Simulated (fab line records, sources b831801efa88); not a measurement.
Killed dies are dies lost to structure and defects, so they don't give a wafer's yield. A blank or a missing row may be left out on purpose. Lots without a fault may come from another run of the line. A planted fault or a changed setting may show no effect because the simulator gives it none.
Which tool did it? | flow sky130 | 13 lots, 39 wafers sampled, at 4 steps of a route of 708

WHAT THE GAUGES READ, wafer by wafer
SKY_METAL4_OVL_MEAS_14. Usual: METAL4_OVL -1 nm, standard deviation 5.7.
lot  | measured     | on         | METAL4_OVL (nm) | flag
L509 | day 41 13:38 | overlay-01 | -7 -5 1         |
L510 | day 42 15:32 | overlay-01 | -5 2 -2         |
L512 | day 42 16:54 | overlay-01 | -4 1 8          |
L515 | day 43 17:05 | overlay-02 | -6 0 7          |
L519 | day 44 21:23 | overlay-02 | -1 3 2          |
L522 | day 45 13:41 | overlay-01 | 8 3 11          |
L524 | day 45 23:05 | overlay-02 | -4 -1 -5        |
L525 | day 46 08:32 | overlay-02 | -2 -7 10        |
L526 | day 46 19:36 | overlay-02 | -10 -3 2        |
L528 | day 47 03:56 | overlay-01 | 6 -1 0          |
L530 | day 47 06:30 | overlay-02 | -6 -8 -12       |
L529 | day 47 13:36 | overlay-02 | -4 -5 -6        |
L531 | day 47 19:26 | overlay-02 | -5 -6 0         |

SKY_VIA4_BOW_MEAS_03. Usual: VIA4_BOW 77 um, standard deviation 9.3.
lot  | measured     | on            | VIA4_BOW (um) | flag
L509 | day 41 15:12 | film_metro-02 | 69 81 70      |
L510 | day 42 17:02 | film_metro-03 | 84 78 95      |
L512 | day 42 18:25 | film_metro-03 | 66 85 82      |
L515 | day 43 18:34 | film_metro-03 | 75 85 82      |
L519 | day 44 22:53 | film_metro-04 | 79 77 73      |
L522 | day 45 15:21 | film_metro-04 | 78 73 76      |
L524 | day 46 00:38 | film_metro-03 | 71 60 64      |
L525 | day 46 10:17 | film_metro-03 | 81 73 84      |
L526 | day 46 21:08 | film_metro-04 | 99 103 90     |
L528 | day 47 05:37 | film_metro-02 | 75 88 77      |
L530 | day 47 08:00 | film_metro-04 | 75 73 71      |
L529 | day 47 15:10 | film_metro-04 | 75 85 63      |
L531 | day 47 20:59 | film_metro-03 | 75 75 88      |

SKY_VIA4_THK_MEAS_20: measures by xrf. Usual: VIA4_W_THK 506 nm, standard deviation 7.3.
lot  | measured     | on            | VIA4_W_THK (nm) | flag
L509 | day 42 16:13 | film_metro-04 | 514 516 521     |
L510 | day 43 17:31 | film_metro-02 | 499 503 501     |
L512 | day 43 18:38 | film_metro-02 | 496 496 501     |
L515 | day 44 17:01 | film_metro-04 | 497 500 504     |
L519 | day 45 22:06 | film_metro-03 | 493 496 498     |
L522 | day 46 12:55 | film_metro-04 | 508 510 508     |
L524 | day 46 22:40 | film_metro-02 | 509 502 503     |
L525 | day 47 06:23 | film_metro-03 | 504 509 507     |
L526 | day 47 18:26 | film_metro-04 | 524 519 520     |
L528 | day 48 02:37 | film_metro-02 | 497 493 502     |
L530 | day 48 04:00 | film_metro-03 | 502 509 504     |
L529 | day 48 11:35 | film_metro-02 | 500 505 499     |
L531 | day 48 17:05 | film_metro-04 | 507 505 507     |

WHICH TOOL RAN EACH LOT (tool, then ch and the chambers of the sampled wafers, then the start)
lot  | SKY_LOCAL_INTERCONNECT_CLEAN_18
L509 | wet_bench-02 ch 3, day 30 05:43
L510 | wet_bench-01 ch 0, day 31 07:49
L512 | wet_bench-02 ch 1, day 31 11:44
L515 | wet_bench-04 ch 2, day 32 15:04
L519 | wet_bench-04 ch 1, day 33 22:34
L522 | wet_bench-02 ch 1, day 34 20:48
L524 | wet_bench-04 ch 0, day 35 07:21
L525 | wet_bench-04 ch 2, day 35 17:50
L526 | wet_bench-04 ch 0, day 36 08:12
L528 | wet_bench-02 ch 3, day 37 00:05
L530 | wet_bench-04 ch 0, day 37 00:55
L529 | wet_bench-01 ch 3, day 37 11:21
L531 | wet_bench-02 ch 1, day 37 16:55
- SKY_LOCAL_INTERCONNECT_CLEAN_18: cleans in O3/DIW.

WHAT THE TOOLS THEMSELVES READ (means of the sampled wafers that have a number; where no wafer has one, the mark that the record gives instead)
The record holds no such reading with a usual standard deviation.

THE ANSWER, worked out from the rows above alone
Rule: a lot is off if the mean of its wafers that have a number lies more than 3 standard deviations from the usual mean. A lot without any number at a reading at which 4 lots or more have one is off too. The other lots that the step has rows for count as sound. The gauges are gone through in route order, then the tools' own readings, and for those a lot's mean is taken as printed above. The first step at which some lot is off is used, and at that step the reading that is off furthest; a lot without a number counts as furthest.
No lot is off at any reading shown: from this, nothing can be told.

WHAT THE SIMULATOR HAD PUT IN
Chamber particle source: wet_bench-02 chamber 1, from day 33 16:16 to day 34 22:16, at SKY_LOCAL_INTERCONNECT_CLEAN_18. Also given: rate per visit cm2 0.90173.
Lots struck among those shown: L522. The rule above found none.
